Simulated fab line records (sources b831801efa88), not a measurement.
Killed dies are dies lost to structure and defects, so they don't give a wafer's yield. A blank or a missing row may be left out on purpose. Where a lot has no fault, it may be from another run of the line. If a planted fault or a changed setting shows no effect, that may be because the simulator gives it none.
fab line records	flow sfq-line
record lots=15	wafers=45	last-day=85
route steps=325 shown I2@103 R5@225 M6@259 M7@294
lots that met no fault: from a run of the same line without faults
start-h: hours from the record's first day to the start of the lot's first wafer shown	wait-h: hours elapsed since this lot's preceding step	" the same as in the row above	L1.1+2: a single row standing in for several wafers	- value missing, or start not given	* or withheld: withheld	< > ~ a bound
route shown NAME@n: a module of which the file shows steps, and the number in the route of the first	usual: average and standard deviation across the fault-free wafers	same: alike in all rows	chamber/n: place in a boat	sites: the reading at each site	_std_site: the standard deviation of these	_edge_site: inner sites' mean taken away from outer sites' mean	radius-mm: for every site, how far away it sits from the centre of the wafer	mask NAME#n: copy n	behind: the tool/chamber that last shaped the wafer	hold: what put the lot on hold/how long, in hours/how the hold closed	device: which transistor (n, p or np) failed to switch	end of line: at the end of the route, the tests of the same wafers	step lacking rows: just its recipe	killed: not the wafer's yield, but the dies lost to structure and defects at the first sort	map: shows each die of a wafer: x if killed, . if not, _ if none is there
set.NAME: the setting that was run; set.NAME@STEP: the one run at that earlier step	model.NAME: the simulator's own value behind a step, which no gauge read
the route's steps for a sample of lots (tables are steps, rows are wafers)
services: from which hour (start-h, from the record's first day; less than 0 if before it) a tool's chamber was out of use, for how many hours, and why
## steps
# step SFQ_TRILAYER_I2_DEP_PECVD_063
# recipe material=SiO2	temp-c=150	time-s=111.11	pressure-torr=2.4	rf-w=183.3	precursor=SiH4/N2O	target-thk-nm=500
# usual chamber-pressure-Torr=2.401/0.0052	heater-power-w=90/17	susceptor-temp-C=150.00/0.15	throttle-valve-pct=24.4/1.6
lot.wafer	tool	chamber	start-h	wait-h	chamber-pressure-Torr	heater-power-w	susceptor-temp-C	throttle-valve-pct
L842.2	pecvd-04	0	698.85	0.0	2.404	85	150.00	24.3
L842.3	"	2	"	"	2.396	115	149.96	25.9
L842.4	"	2	"	"	2.403	98	149.77	26.0
L843.3	pecvd-03	0	704.71	0.0	2.401	76	149.87	22.3
L843.5	"	2	"	"	2.398	107	150.07	22.7
L843.6	"	0	"	"	2.403	78	150.14	22.2
L846.4	pecvd-03	2	761.15	0.0	2.403	108	149.95	22.6
L846.5	"	1	"	"	2.394	74	150.15	22.6
L846.6	"	0	"	"	2.400	84	149.85	22.4
L847.2	pecvd-02	2	762.33	0.0	2.396	104	150.08	24.4
L847.3	"	0	"	"	2.406	92	149.87	24.5
L847.6	"	0	"	"	2.403	96	150.03	24.5
L848.1	pecvd-04	0	763.51	0.0	2.409	76	150.10	24.8
L848.2	"	1	"	"	2.392	69	150.03	26.3
L848.5	"	0	"	"	2.407	81	150.08	24.9
L849.1	pecvd-03	0	776.84	0.0	2.404	79	149.88	22.4
L849.3	"	2	"	"	2.403	120	149.98	22.8
L849.4	"	2	"	"	2.408	102	149.95	22.5
L851.3	pecvd-02	0	803.24	0.0	2.399	98	150.35	24.3
L851.4	"	0	"	"	2.400	97	150.14	24.6
L851.5	"	2	"	"	2.398	102	149.86	24.9
L855.2	pecvd-02	0	832.04	0.0	2.388	100	149.66	24.5
L855.5	"	2	"	"	2.393	97	149.86	24.7
L855.6	"	0	"	"	2.392	80	149.96	24.4
L856.1	pecvd-04	2	834.20	0.0	2.401	107	150.20	26.2
L856.4	"	1	"	"	2.394	72	149.90	26.6
L856.6	"	2	"	"	2.404	112	150.03	26.5
L857.3	pecvd-03	2	834.44	0.0	2.403	103	149.94	22.7
L857.4	"	2	"	"	2.399	111	150.18	22.7
L857.6	"	1	"	"	2.407	59	150.00	23.3
L858.2	pecvd-04	1	838.16	0.0	2.406	62	149.83	26.9
L858.4	"	1	"	"	2.400	64	150.14	26.7
L858.5	"	2	"	"	2.406	99	150.38	26.6
L859.4	pecvd-02	2	839.40	0.0	2.409	105	149.85	24.8
L859.5	"	0	"	"	2.401	97	149.84	24.5
L859.6	"	1	"	"	2.399	102	150.07	26.4
L861.2	pecvd-02	0	845.12	0.0	2.393	92	149.91	24.4
L861.3	"	1	"	"	2.401	102	149.85	26.6
L861.6	"	1	"	"	2.402	84	149.98	26.6
L863.4	pecvd-02	0	999.77	0.0	2.401	96	149.96	23.1
L863.5	"	2	"	"	2.415	97	150.26	21.5
L863.6	"	1	"	"	2.394	85	149.93	21.9
L864.1	pecvd-03	1	1008.26	0.0	2.402	68	150.14	23.7
L864.5	"	1	"	"	2.401	69	150.06	23.9
L864.6	"	0	"	"	2.398	68	149.97	22.5
# step SFQ_TRILAYER_R5_ETCH_METAL_ETCH_139
# recipe stop-on=SiO2	mask-material=PR	chemistry=Cl2	target-depth-nm=60	icp-w=600	bias-w=80	pressure-mtorr=10	time-s=40
# usual chamber-pressure-mTorr=10.000/0.011	drypump-motor-current-A=5.9/0.45	oes-product-au=0.985/0.006
lot.wafer	tool	chamber	start-h	wait-h	chamber-pressure-mTorr	drypump-motor-current-A	oes-product-au	rf-hours-counter-h
L842.2	rie-metal-02	1	1351.99	0.0	10.004	5.4	0.978	4
L842.3	"	1	"	"	10.008	5.4	0.980	-
L842.4	"	0	"	"	10.016	6.7	0.987	-
L843.3	rie-metal-01	1	1353.21	0.0	9.996	6.2	0.987	-
L843.5	"	1	"	"	9.989	6.2	0.985	-
L843.6	"	0	"	"	10.016	5.9	0.988	-
L846.4	rie-metal-04	1	1501.06	0.0	9.997	5.5	0.984	-
L846.5	"	0	"	"	10.002	5.8	0.974	-
L846.6	"	1	"	"	10.010	5.5	0.982	-
L847.2	rie-metal-01	0	1503.44	0.0	10.004	5.9	0.986	31
L847.3	"	0	"	"	10.001	5.9	0.987	-
L847.6	"	1	"	"	9.987	6.2	0.988	-
L848.1	rie-metal-04	1	1505.84	0.0	9.991	5.5	0.993	127
L848.2	"	0	"	"	10.010	5.8	0.989	9
L848.5	"	1	"	"	10.006	5.5	0.987	-
L849.1	rie-metal-02	0	1510.64	0.0	9.995	6.7	0.994	30
L849.3	"	0	"	"	10.002	6.7	0.991	-
L849.4	"	1	"	"	10.004	5.4	0.974	-
L851.3	rie-metal-01	1	1516.66	0.0	9.999	6.2	0.988	-
L851.4	"	0	"	"	10.005	5.9	0.985	-
L851.5	"	1	"	"	9.985	6.2	0.987	-
L855.2	rie-metal-04	1	1533.57	0.0	10.000	5.5	0.975	130
L855.5	"	0	"	"	9.990	5.8	0.984	-
L855.6	"	1	"	"	9.993	5.5	0.974	-
L856.1	rie-metal-01	1	1535.97	0.0	10.010	6.2	0.982	95
L856.4	"	0	"	"	10.002	5.9	0.990	-
L856.6	"	0	"	"	9.982	5.9	0.989	-
L857.3	rie-metal-04	1	1537.19	0.0	9.993	5.4	0.989	-
L857.4	"	0	"	"	10.012	5.8	0.990	-
L857.6	"	0	"	"	10.022	5.8	0.985	-
L858.2	rie-metal-02	1	1539.57	0.0	10.002	5.4	0.975	27
L858.4	"	1	"	"	9.986	5.4	0.980	-
L858.5	"	1	"	"	10.021	5.4	0.980	-
L859.4	rie-metal-01	0	1541.99	0.0	10.009	6.0	0.994	-
L859.5	"	1	"	"	9.984	6.2	1.001	-
L859.6	"	0	"	"	10.016	6.0	0.988	-
L861.2	rie-metal-04	1	1558.77	0.0	10.006	5.5	0.983	133
L861.3	"	1	"	"	9.995	5.5	0.988	-
L861.6	"	0	"	"	10.010	5.8	0.983	-
L863.4	rie-metal-04	1	1563.59	0.0	10.001	5.5	0.989	-
L863.5	"	1	"	"	10.005	5.5	0.985	-
L863.6	"	0	"	"	9.997	5.8	0.981	-
L864.1	rie-metal-02	1	1564.77	0.0	9.999	5.4	0.978	29
L864.5	"	0	"	"	10.022	6.7	0.987	-
L864.6	"	1	"	"	10.001	5.4	0.989	-
# step SFQ_TRILAYER_M6_LITHO_PEB_162
# recipe peb-temp-c=115	peb-time-s=60	resist=KrF
# usual chill-plate-temp-C=23.02/0.11	exhaust-pa=44.9/0.93	peb-time-s=60/0	plate-temp-C=115.04/0.12
lot.wafer	tool	chamber	start-h	wait-h	chill-plate-temp-C	exhaust-pa	peb-time-s	plate-temp-C
L842.2	litho-track-04	0	1574.12	0.8	22.89	44.1	60	114.91
L842.3	"	0	"	"	23.06	45.5	60	115.10
L842.4	"	0	"	"	23.14	44.4	60	115.00
L843.3	litho-track-04	0	1576.55	0.7	23.16	44.2	60	115.23
L843.5	"	0	"	"	22.96	44.6	60	115.06
L843.6	"	0	"	"	22.90	44.1	60	115.05
L846.4	litho-track-04	0	1622.84	0.5	22.95	45.3	60	115.15
L846.5	"	0	"	"	22.99	44.8	60	115.05
L846.6	"	0	"	"	22.96	44.8	60	114.97
L847.2	litho-track-01	0	1623.99	0.8	23.13	45.4	60	114.67
L847.3	"	0	"	"	23.19	43.5	60	115.06
L847.6	"	0	"	"	23.12	44.9	60	115.01
L848.1	litho-track-04	0	1626.37	1.0	23.01	44.4	60	115.02
L848.2	"	0	"	"	22.88	46.4	60	115.05
L848.5	"	0	"	"	23.02	45.8	60	115.15
L849.1	litho-track-02	0	1629.97	1.0	22.74	45.1	60	114.88
L849.3	"	0	"	"	22.91	44.8	60	114.96
L849.4	"	0	"	"	23.09	43.8	60	114.86
L851.3	litho-track-02	0	1634.82	0.7	22.88	45.3	60	115.06
L851.4	"	0	"	"	22.95	44.5	60	115.06
L851.5	"	0	"	"	22.98	44.5	60	114.98
L855.2	litho-track-01	-	1660.14	0.8	-	-	-	-
L855.5	"	-	"	"	-	-	-	-
L855.6	"	-	"	"	-	-	-	-
L856.1	litho-track-04	-	1661.31	1.0	-	-	-	-
L856.4	"	-	"	"	-	-	-	-
L856.6	"	-	"	"	-	-	-	-
L857.3	litho-track-01	-	1662.56	0.7	-	-	-	-
L857.4	"	-	"	"	-	-	-	-
L857.6	"	-	"	"	-	-	-	-
L858.2	litho-track-02	0	1663.74	0.8	22.84	46.0	60	114.89
L858.4	"	0	"	"	22.86	46.2	60	114.90
L858.5	"	0	"	"	22.94	46.6	60	115.09
L859.4	litho-track-02	0	1666.19	0.5	23.01	45.0	60	115.28
L859.5	"	0	"	"	23.13	45.2	60	115.19
L859.6	"	0	"	"	23.14	45.5	60	115.10
L861.2	litho-track-02	0	1676.94	0.8	22.97	45.1	60	115.04
L861.3	"	0	"	"	23.06	43.8	60	115.17
L861.6	"	0	"	"	23.08	44.6	60	115.19
L863.4	litho-track-02	0	1738.31	0.5	23.00	42.3	60	114.95
L863.5	"	0	"	"	22.97	44.2	60	115.04
L863.6	"	0	"	"	23.04	45.7	60	115.19
L864.1	litho-track-02	0	1740.64	1.0	22.88	46.7	60	115.00
L864.5	"	0	"	"	23.05	45.9	60	115.01
L864.6	"	0	"	"	23.08	46.2	60	114.96
# step SFQ_TRILAYER_M7_STRIP_STRIP_181
# recipe gas=O2	power-w=200	platen-temp-c=40	overash-fraction=0.65	chemistry=O2	pressure-mtorr=50
# usual chamber-pressure-mTorr=50.00/0.048	drypump-motor-current-A=5.9/0.46	oes-product-au=0.997/0.0084
lot.wafer	tool	chamber	start-h	wait-h	chamber-pressure-mTorr	drypump-motor-current-A	oes-product-au	rf-hours-counter-h
L842.2	rie-metal-01	1	1754.67	0.1	49.94	6.2	0.989	129
L842.3	"	1	"	"	49.97	6.2	0.998	-
L842.4	"	0	"	"	50.06	5.9	0.994	-
L843.3	rie-metal-03	0	1760.94	0.2	49.98	5.1	1.003	-
L843.5	"	1	"	"	50.00	5.9	1.002	-
L843.6	"	0	"	"	50.00	5.2	1.003	-
L846.4	rie-metal-01	0	1825.86	0.2	50.06	5.9	1.001	-
L846.5	"	0	"	"	50.08	5.9	0.992	-
L846.6	"	1	"	"	50.06	6.2	0.988	-
L847.2	rie-metal-02	0	1829.26	0.1	49.94	6.7	1.002	68
L847.3	"	0	"	"	50.04	6.7	1.008	-
L847.6	"	1	"	"	49.92	5.4	0.987	-
L848.1	rie-metal-01	1	1834.06	0.1	50.06	6.2	0.987	2
L848.2	"	0	"	"	50.04	5.9	1.004	78
L848.5	"	1	"	"	50.00	6.2	0.989	-
L849.1	rie-metal-01	1	1848.46	0.1	50.01	6.1	0.994	4
L849.3	"	1	"	"	50.00	6.1	0.990	-
L849.4	"	0	"	"	49.97	5.9	0.997	-
L851.3	rie-metal-01	1	1865.45	0.2	49.90	6.2	0.994	-
L851.4	"	0	"	"	50.02	5.9	1.001	-
L851.5	"	1	"	"	49.99	6.2	0.975	-
L855.2	rie-metal-02	1	1900.05	0.1	49.94	5.4	0.990	73
L855.5	"	1	"	"	50.06	5.4	0.994	-
L855.6	"	0	"	"	50.05	6.7	0.998	-
L856.1	rie-metal-01	1	1903.65	0.1	49.99	6.2	1.007	11
L856.4	"	0	"	"	49.99	6.0	0.985	-
L856.6	"	0	"	"	50.01	6.0	0.994	-
L857.3	rie-metal-02	0	1906.25	0.2	50.09	6.6	1.004	-
L857.4	"	1	"	"	50.09	5.4	0.988	-
L857.6	"	1	"	"	50.01	5.4	0.989	-
L858.2	rie-metal-01	1	1907.25	0.1	50.06	6.2	1.000	11
L858.4	"	0	"	"	50.04	5.9	0.985	-
L858.5	"	1	"	"	50.02	6.2	0.997	-
L859.4	rie-metal-03	1	1914.77	0.2	50.03	6.0	0.998	-
L859.5	"	0	"	"	49.90	5.1	1.009	-
L859.6	"	1	"	"	50.01	6.0	1.018	-
L861.2	rie-metal-01	0	1922.97	0.1	49.97	5.9	0.983	89
L861.3	"	1	"	"	50.01	6.2	0.995	-
L861.6	"	1	"	"	49.98	6.2	0.994	-
L863.4	rie-metal-03	1	1958.62	0.2	50.00	6.0	0.996	-
L863.5	"	0	"	"	50.02	5.1	0.991	-
L863.6	"	1	"	"	50.00	6.0	1.003	-
L864.1	rie-metal-03	0	1962.02	0.1	50.04	5.2	0.982	19
L864.5	"	1	"	"	50.00	6.0	0.996	-
L864.6	"	0	"	"	49.97	5.2	0.987	-
## services
tool	chamber	start-h	hours	kind
pecvd-02	-	797.55	1.5	repair
pecvd-02	-	820.81	1.2	repair
rie-metal-04	1	826.35	1.0	repair
pecvd-02	-	835.61	2.8	pm
rie-metal-04	-	896.95	0.3	repair
pecvd-02	-	933.25	14.0	pm
rie-metal-04	-	986.40	0.9	repair
rie-metal-04	-	991.15	1.3	repair
rie-metal-02	-	1005.26	2.1	repair
rie-metal-01	-	1035.48	2.8	pm
rie-metal-02	-	1093.76	2.8	pm
rie-metal-02	0	1096.82	3.3	repair
rie-metal-01	1	1110.87	32.2	repair
pecvd-02	-	1154.58	2.3	repair
pecvd-02	0	1157.07	3.6	repair
rie-metal-04	-	1200.38	0.2	repair
rie-metal-01	-	1318.85	0.6	repair
rie-metal-02	-	1353.59	0.8	repair
rie-metal-02	-	1463.49	0.9	repair
rie-metal-02	0	1513.99	2.1	repair
rie-metal-02	-	1624.48	15.6	pm
rie-metal-02	0	1654.88	8.5	repair
rie-metal-02	1	1941.13	14.3	repair
rie-metal-01	0	1941.27	26.9	repair
## key
first-sign step=SFQ_TRILAYER_M6_LITHO_PEB_162	reading=tool-record	direction=missing
effect none on later readings
met-at SFQ_TRILAYER_M6_LITHO_PEB_162
struck-lots L855,L856,L857
not-acting-at SFQ_TRILAYER_I2_DEP_PECVD_063,SFQ_TRILAYER_R5_ETCH_METAL_ETCH_139,SFQ_TRILAYER_M7_STRIP_STRIP_181
onset-between 1626.37 1660.14
fault kind=skipped-step-whole	tool=litho-track-01,litho-track-04	chamber=-	onset-h=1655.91	steps=SFQ_TRILAYER_M6_LITHO_PEB_162	scope=struck-lots-only
